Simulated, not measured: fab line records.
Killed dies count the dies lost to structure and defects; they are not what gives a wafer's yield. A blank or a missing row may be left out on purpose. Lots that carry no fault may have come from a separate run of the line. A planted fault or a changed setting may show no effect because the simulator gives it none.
A lot that was struck, set against a sound lot + flow sky130 + 17 steps out of a route of 708
Sound: the wafers L467.2, L467.3, L467.4. Struck: wafers L477.1, L477.2, L477.3. The cause comes at the end.
Per side, at each step with rows, come the tool, then ch with its chambers, and then its first start. Under that, the readings that differ: sound wafers + struck wafers + difference of the means + sigmas: that difference in standard deviations of wafers without a fault.
alike: same words and numbers on both sides, and readings whose means sit less than 2 such deviations apart. not compared: any withheld reading, any reading some wafer has no value for, any bound like >300 that may hide the same value, and any number with overlapping values for which the record gives no deviation.
The two part at a step that has a row with sigmas, a row that says differs or no value, or rows on one side only. When numbers do not overlap yet have no deviation, they are printed without sigmas and do not part them. Lack of a reading on every wafer of one side parts them only where that side has two or more wafers.

first, 1 step without rows for these wafers: SKY_VT_ADJUST_LVTN_IMPLANT_19.
SKY_VT_ADJUST_LVTN_STRIP_20: strips in O2/N2.
  sound on plasma_asher-04 ch 0,1, day 8 08:49; struck on plasma_asher-02 ch 0,1, day 11 05:38
  alike: drypump_motor_current_A, oes_product_au, strip_time_to_endpoint_s
  not compared: rf_hours_counter_h
SKY_VT_ADJUST_LVTN_TW_MEAS_21:
  sound: film_metro-02 at day 8 08:59; struck: film_metro-01 at day 11 05:44
  alike: VT_ADJUST_LVTN_2_TW
then, 7 steps without rows for these wafers: SKY_VT_ADJUST_NCORE_DEHYDRATE_00 (time 60 s); SKY_VT_ADJUST_NCORE_HMDS_01 (prime time 60 s); SKY_VT_ADJUST_NCORE_COAT_02 (resist thk 1140 nm); SKY_VT_ADJUST_NCORE_SOFTBAKE_03 (time 60 s); SKY_VT_ADJUST_NCORE_EXPOSE_04 (exposes mask LVTN COMPLEMENT THIN, target cd 380 nm); SKY_VT_ADJUST_NCORE_PEB_05; SKY_VT_ADJUST_NCORE_DEVELOP_06 (develop time 60 s).
SKY_VT_ADJUST_NCORE_CD_MEAS_07 targets a cd of 380 nm.
  sound: cd_sem-01 at day 9 05:43; struck: cd_sem-02 at day 12 06:08
  alike: cd_nm
SKY_VT_ADJUST_NCORE_OVL_MEAS_08:
  sound: overlay-01 at day 9 05:49; struck: overlay-02 at day 12 06:16
  alike: VT_ADJUST_NCORE_OVL
SKY_VT_ADJUST_NCORE_IMPLANT_09:
  sound on implanter-03 ch 0, day 9 05:53; struck on implanter-03 ch 0, day 12 06:18
| reading                   | sound               | struck            | difference | sigmas      |
|---------------------------|---------------------|-------------------|------------|-------------|
| beam_energy_keV           | 10.002 9.998 10.001 | 7.302 7.302 7.300 | -2.699     | -99 or more |
| model.implant.rp_nm (nm)  | 32.92 32.92 32.92   | 25.92 25.92 25.92 | -7.00      |             |
| model.implant.drp_nm (nm) | 17.11 17.11 17.11   | 13.73 13.73 13.73 | -3.38      |             |
SKY_VT_ADJUST_NCORE_STRIP_10: strips in O2/N2.
  sound on plasma_asher-03 ch 0,1, day 9 06:00; struck on plasma_asher-03 ch 0,1, day 12 06:27
  alike: drypump_motor_current_A, oes_product_au, strip_time_to_endpoint_s
  not compared: rf_hours_counter_h
SKY_VT_ADJUST_NCORE_TW_MEAS_11:
  sound: film_metro-03 at day 9 06:07; struck: film_metro-02 at day 12 06:33
| reading            | sound             | struck            | difference | sigmas |
|--------------------|-------------------|-------------------|------------|--------|
| VT_ADJUST_NCORE_TW | 219.1 218.2 218.4 | 204.5 204.2 203.9 | -14.4      | -6     |
then, 1 step without rows for these wafers: SKY_VT_ADJUST_HVTR_DEHYDRATE_00 (time 60 s).
-- here the record skips 37 days between the struck wafers' starts before and after, leaving off in module VT_ADJUST_HVTR and picking up in module PAD_OPEN (first step shown: number 708 of the route) --
SKY_PAD_OPEN_PROBE_99:
  sound: prober-01 at day 46 08:09; struck: prober-01 at day 48 22:40
| reading                                    | sound                         | struck                        | difference | sigmas |
|--------------------------------------------|-------------------------------|-------------------------------|------------|--------|
| model.etest.nfet_16v.r_on_ohm_um           | 1.408e+04 1.417e+04 1.407e+04 | 1.354e+04 1.377e+04 1.366e+04 | -4.500e+02 |        |
| model.etest.pfet_g5v0d10v5.r_on_ohm_um     | 4713 4755 4747                | 4846 4861 4898                | +130       |        |
| model.etest.res_pwell_under_gate.rs_ohm_sq | 2271 2265 2290                | 2306 2312 2300                | +31        |        |
| model.etest.pfet_g5v0d10v5.drive_ua_um     | 345 341.5 341.6               | 333.7 330.4 326.2             | -12.6      |        |
| model.etest.pfet_16v.drive_ua_um           | 250.8 245.8 246.1             | 242.3 238.3 241.2             | -7.0       |        |
| model.etest.pfet_g5v0d10v5.off_log10_a_um  | -12.42 -12.46 -12.35          | -13.4 -13.28 -13.43           | -1.0       |        |
| model.etest.pfet_g5v0d10v5.vt_sat_v (V)    | -0.6245 -0.6121 -0.6171       | -0.7209 -0.7111 -0.7358       | -0.1047    |        |
| model.etest.pfet_16v.vt_v (V)              | -1.079 -1.077 -1.09           | -1.163 -1.17 -1.171           | -0.086     |        |
  alike: killed_at_M0_to_M3, killed_at_M4_up, killed_at_contacts, killed_at_front_end, killed_at_other, killed_dies, killed_open, killed_short

== WHERE THEY PART ==
First at SKY_VT_ADJUST_NCORE_IMPLANT_09; last, within this record, at SKY_VT_ADJUST_NCORE_TW_MEAS_11. Later steps at which nothing parts them and some readings are alike: SKY_PAD_OPEN_PROBE_99.

WHY: what had been put in by the simulator
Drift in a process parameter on implanter-03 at SKY_VT_ADJUST_NCORE_IMPLANT_09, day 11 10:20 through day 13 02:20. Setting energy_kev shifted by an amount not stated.
